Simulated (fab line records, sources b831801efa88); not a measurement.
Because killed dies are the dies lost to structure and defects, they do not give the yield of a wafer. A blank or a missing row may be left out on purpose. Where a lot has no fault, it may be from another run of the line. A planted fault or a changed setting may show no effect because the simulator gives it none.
Chamber matching / flow sky130 / SKY_CONTACT_CMP_04 on cmp-02: 4 sister chambers
The step polishes SiO2. 8 wafers are shown with their chamber, then 8 later ones without.

WAFERS, EACH WITH ITS CHAMBER
wafer=L857.5; chamber=0; motor-current-A (A)=9.9; time-to-endpoint-s (s)=85
wafer=L858.1; chamber=2; motor-current-A (A)=10.7; time-to-endpoint-s (s)=79
wafer=L858.3; chamber=1; motor-current-A (A)=13.7; time-to-endpoint-s (s)=77
wafer=L858.5; chamber=3; motor-current-A (A)=11.4; time-to-endpoint-s (s)=76
wafer=L865.1; chamber=0; motor-current-A (A)=10.8; time-to-endpoint-s (s)=82
wafer=L865.2; chamber=2; motor-current-A (A)=11.2; time-to-endpoint-s (s)=81
wafer=L865.5; chamber=1; motor-current-A (A)=13.7; time-to-endpoint-s (s)=75
wafer=L869.2; chamber=3; motor-current-A (A)=11.2; time-to-endpoint-s (s)=82

WAFERS WHOSE CHAMBER IS MISSING
wafer=L869.3; motor-current-A (A)=10.4; time-to-endpoint-s (s)=89
wafer=L869.4; motor-current-A (A)=13.7; time-to-endpoint-s (s)=86
wafer=L870.1; motor-current-A (A)=10.8; time-to-endpoint-s (s)=81
wafer=L870.3; motor-current-A (A)=10.7; time-to-endpoint-s (s)=80
wafer=L870.4; motor-current-A (A)=14.8; time-to-endpoint-s (s)=84
wafer=L871.2; motor-current-A (A)=10.4; time-to-endpoint-s (s)=81
wafer=L871.3; motor-current-A (A)=13.8; time-to-endpoint-s (s)=76
wafer=L871.5; motor-current-A (A)=11.6; time-to-endpoint-s (s)=82

THE CHAMBER EACH PASSED THROUGH
wafer=L869.3; from the rows above=can't be placed: 0 or 2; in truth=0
wafer=L869.4; from the rows above=1; in truth=1
wafer=L870.1; from the rows above=can't be placed: 2 or 0 or 3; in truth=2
wafer=L870.3; from the rows above=can't be placed: 2 or 0 or 3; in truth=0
wafer=L870.4; from the rows above=1; in truth=1
wafer=L871.2; from the rows above=can't be placed: 0 or 2 or 3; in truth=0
wafer=L871.3; from the rows above=1; in truth=1
wafer=L871.5; from the rows above=can't be placed: 3 or 2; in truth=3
Correctly placed: 3 of 8. These rows do not allow placing 5 (true chamber among the candidates in 5). Wrongly placed: 0.
How it was worked out, from the rows above alone: a wafer's distance from a chamber is the root of the sum, over the readings, of the square of ((its reading less the chamber's mean) divided by the reading's scatter). The wafer belongs to the nearest chamber; if the next one is less than 2 further off, it can't be placed. The mean given for a chamber averages the wafers shown for that chamber. The scatter: take each reading less its chamber's mean, square it, sum over the shown wafers, divide by the number of wafers less the number of chambers, and take the root.
